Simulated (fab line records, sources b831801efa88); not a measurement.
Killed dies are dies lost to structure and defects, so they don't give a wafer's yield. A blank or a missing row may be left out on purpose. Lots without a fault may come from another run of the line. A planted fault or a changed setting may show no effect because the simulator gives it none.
Which tool did it? | flow gf180mcu | 13 lots, 39 wafers sampled, at 3 steps of a route of 602

WHAT THE GAUGES READ, wafer by wafer
GF_NWELL_OVL_MEAS_07. Usual: NWELL_OVL -0.2 nm, standard deviation 1.5.
lot  | measured    | on         | NWELL_OVL (nm) | flag
L567 | day 3 07:56 | overlay-02 | -0.8 -2.1 -0.9 |
L570 | day 4 01:01 | overlay-01 | 2.3 0.6 0.3    |
L571 | day 4 05:25 | overlay-02 | 1.1 1.8 1.8    |
L572 | day 4 11:46 | overlay-01 | -1.1 -0.4 -1.8 |
L573 | day 4 15:23 | overlay-01 | 3.9 -0.6 1.8   |
L575 | day 5 02:02 | overlay-01 | -2.2 -0.6 0.4  |
L578 | day 5 18:35 | overlay-01 | 1.9 0.0 1.5    |
L579 | day 6 01:35 | overlay-01 | -1.6 1.3 0.5   |
L580 | day 6 08:47 | overlay-01 | -2.6 -2.6 -1.2 |
L582 | day 6 17:43 | overlay-02 | 0.6 1.7 -0.7   |
L583 | day 6 20:35 | overlay-01 | -1.6 -2.0 -0.2 |
L587 | day 7 23:20 | overlay-01 | -3.3 - -       |
L589 | day 8 09:17 | overlay-01 | - -2.0 -       |

GF_HV_LDD_THK_MEAS_57. Usual: HV_LDD_CVD_56_THK 90.3 nm, standard deviation 0.79.
lot  | measured     | on            | HV_LDD_CVD_56_THK (nm) | flag
L567 | day 12 12:47 | film_metro-01 | 90.8 91.5 91.3         |
L570 | day 13 10:37 | film_metro-02 | 89.8 89.7 89.9         |
L571 | day 13 16:39 | film_metro-01 | 89.4 89.8 90.1         |
L572 | day 14 08:16 | film_metro-01 | 89.7 89.9 89.7         |
L573 | day 14 08:34 | film_metro-02 | 90.1 89.8 90.3         |
L575 | day 14 23:00 | film_metro-04 | 90.4 90.3 91.0         |
L578 | day 16 01:52 | film_metro-04 | 89.9 90.4 89.6         |
L579 | day 16 11:34 | film_metro-04 | 89.2 88.8 89.2         |
L580 | day 16 22:28 | film_metro-01 | 90.1 90.5 90.5         |
L582 | day 17 12:08 | film_metro-04 | 91.4 91.3 91.6         |
L583 | day 17 17:56 | film_metro-01 | 90.6 91.4 91.2         |
L587 | day 19 10:11 | film_metro-02 | 89.6 89.8 91.1         |
L589 | day 19 23:28 | film_metro-04 | 90.0 90.8 89.9         |

WHICH TOOL RAN EACH LOT (tool, then ch and the chambers of the sampled wafers, then the start)
lot  | GF_NWELL_DEVELOP_06
L567 | litho_track-01 ch 0, day 3 07:00
L570 | litho_track-04 ch 0, day 4 00:00
L571 | litho_track-04 ch 0, day 4 05:00
L572 | litho_track-04 ch 0, day 4 11:00
L573 | litho_track-01 ch 0, day 4 15:00
L575 | litho_track-01 ch 0, day 5 01:00
L578 | litho_track-04 ch 0, day 5 18:00
L579 | litho_track-03 ch 0, day 6 01:00
L580 | litho_track-03 ch 0, day 6 08:00
L582 | litho_track-03 ch 0, day 6 17:00
L583 | litho_track-03 ch 0, day 6 20:00
L587 | litho_track-03 ch 0, day 7 23:00
L589 | litho_track-03 ch 0, day 8 09:00
- GF_NWELL_DEVELOP_06: develop time 60 s.

WHAT THE TOOLS THEMSELVES READ (means of the sampled wafers that have a number; where no wafer has one, the mark that the record gives instead)
The record holds no such reading with a usual standard deviation.

THE ANSWER, worked out from the rows above alone
Rule: a lot is off if the mean of its wafers that have a number lies more than 3 standard deviations from the usual mean. A lot without any number at a reading at which 4 lots or more have one is off too. The other lots that the step has rows for count as sound. The gauges are gone through in route order, then the tools' own readings, and for those a lot's mean is taken as printed above. The first step at which some lot is off is used, and at that step the reading that is off furthest; a lot without a number counts as furthest.
No lot is off at any reading shown: from this, nothing can be told.

WHAT THE SIMULATOR HAD PUT IN
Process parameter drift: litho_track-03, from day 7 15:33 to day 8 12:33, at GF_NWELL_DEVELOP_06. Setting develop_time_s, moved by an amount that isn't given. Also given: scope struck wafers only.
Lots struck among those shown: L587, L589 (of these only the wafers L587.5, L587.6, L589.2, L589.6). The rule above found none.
